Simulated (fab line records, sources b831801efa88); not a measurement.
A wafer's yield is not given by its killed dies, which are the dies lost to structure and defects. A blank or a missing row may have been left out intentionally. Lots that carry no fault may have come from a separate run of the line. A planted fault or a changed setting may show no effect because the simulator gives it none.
Matching of chambers | flow gf180mcu | 4 sister chambers for GF_V3_CMP_04 on cmp-01
The step polishes SiO2. 8 wafers are shown with their chamber, then 8 later ones without.

== WAFERS, EACH WITH ITS CHAMBER ==
wafer  | chamber | motor current A (A) | slurry filter dp kPa (kPa)
L829.2 | 1       | 12.2                | 13.25
L829.6 | 0       | 11.8                | 13.46
L830.1 | 1       | 12.1                | 13.52
L841.2 | 0       | 11.5                | 13.17
L842.2 | 3       | 13.7                | 13.51
L842.5 | 2       | 11.5                | 13.70
L842.6 | 3       | 12.6                | 13.55
L844.1 | 2       | 12.0                | 13.70

== WAFERS MISSING THEIR CHAMBER ==
wafer  | motor current A (A) | slurry filter dp kPa (kPa)
L844.4 | 12.1                | 13.57
L844.5 | 12.6                | 13.69
L847.2 | 11.8                | 13.37
L847.3 | 11.3                | 13.51
L847.4 | 13.6                | 13.46
L848.2 | 12.5                | 13.55
L848.3 | 12.6                | 13.47
L848.6 | 11.7                | 13.50

== CHAMBER TAKEN BY EACH ==
wafer  | from the rows above               | in truth
L844.4 | can't be placed: 2 or 1 or 0 or 3 | 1
L844.5 | can't be placed: 3 or 2 or 1 or 0 | 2
L847.2 | can't be placed: 0 or 1 or 2      | 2
L847.3 | can't be placed: 0 or 2 or 1      | 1
L847.4 | 3                                 | 3
L848.2 | can't be placed: 1 or 3 or 2 or 0 | 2
L848.3 | can't be placed: 1 or 3 or 0 or 2 | 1
L848.6 | can't be placed: 1 or 0 or 2 or 3 | 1
1 of 8 placed correctly. Cannot be placed on the basis of these rows: 7; the candidates contain the true chamber in 7. Wrongly placed: 0.
How it was worked out, from the rows above alone: a wafer's distance from a chamber is the root of the sum, over the readings, of the square of ((its reading less the chamber's mean) divided by the reading's scatter). The wafer belongs to the nearest chamber; if the next one is less than 2 further off, it can't be placed. Each chamber's mean is taken over the wafers shown for it. How the scatter is found: for the shown wafers, subtract from each reading the mean of its chamber, square and add these, divide the total by (wafers less chambers), then take the root.
